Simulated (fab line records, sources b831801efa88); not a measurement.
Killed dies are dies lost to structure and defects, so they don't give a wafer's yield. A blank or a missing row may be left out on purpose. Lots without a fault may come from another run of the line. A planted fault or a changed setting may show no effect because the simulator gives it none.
Problem report in the 8D (eight disciplines) form, filled by code | flow gf180mcu | the parts of the form that need people (team, actions taken, sign-off) are left out

1. THE PROBLEM
heater_power_total_W at GF_M4_PEB_12 reads a mean of 87.86 W on 1 wafer of 1 lot; wafers without a fault read 85.69 W with a standard deviation of 0.084. That is +26 standard deviations from the usual mean.
The step: peb time 90 s.
First seen on wafer L328.4, day 27 06:47, on litho_track-01. The record holds 38 wafers of 13 lots with a number at this step. Rule for "out", or "out of limits": more than 4 standard deviations from the usual mean. The other wafers with a number count as sound.

2. WHAT IT IS AND WHAT IT IS NOT
question                    | is                   | is not
which readings at this step | heater_power_total_W | exhaust_pa
which lots                  | L328                 | L316, L317, L318, L329, L330, L331, L332, L333, L334, L335, L336, L339
which wafers of those lots  | L328.4               | L328.3
read on which tools         | litho_track-01       | litho_track-02, litho_track-03
when                        | from day 27 06:47    | up to then (10 sound wafers); but 27 sound wafers of L329, L330, L331, L332, L333, L334, L335, L336, L339 came after

3. SUSPECTS, AND WHAT RULES EACH OUT
Counting: a tool at a process step up to the reading stays a suspect if it ran every lot that is out. Sound lots after the first of them don't rule it out here, since some wafers of a struck lot are sound.
- litho_track-01 at GF_M4_PEB_12 (peb time 90 s): kept. It ran the lot that is out, L328 (day 27 06:47); its last sound lot up to then is L316 (day 23 13:08). Its own readings are out on those wafers: heater_power_total_W.
Left after counting: litho_track-01 at GF_M4_PEB_12.

4. THE CAUSE (what the simulator had put in)
Process parameter drift: litho_track-01, from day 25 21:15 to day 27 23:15, at GF_M4_PEB_12. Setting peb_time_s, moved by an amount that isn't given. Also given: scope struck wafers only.
Counting left only this tool.

5. THE CHAIN OF EFFECTS, in route order
Each row: a reading whose mean over the struck wafers that have a number lies more than 3 standard deviations from the usual. Only readings for which the record gives a usual standard deviation are gone through. hours: the time from each lot's start at the first step in this table that gives one to its start at this step, as a median over the lots. sigmas: the change in usual standard deviations.
hours | step         | reading              | usual   | on struck wafers | change | sigmas
0     | GF_M4_PEB_12 | heater_power_total_W | 85.69 W | 87.86            | +2.17  | +26
The process steps in it:
- GF_M4_PEB_12: peb time 90 s.

6. WHAT WOULD HAVE CAUGHT IT SOONER
In this record the first reading out of limits was taken at day 27 06:47, 34 hours after the fault began at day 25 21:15.
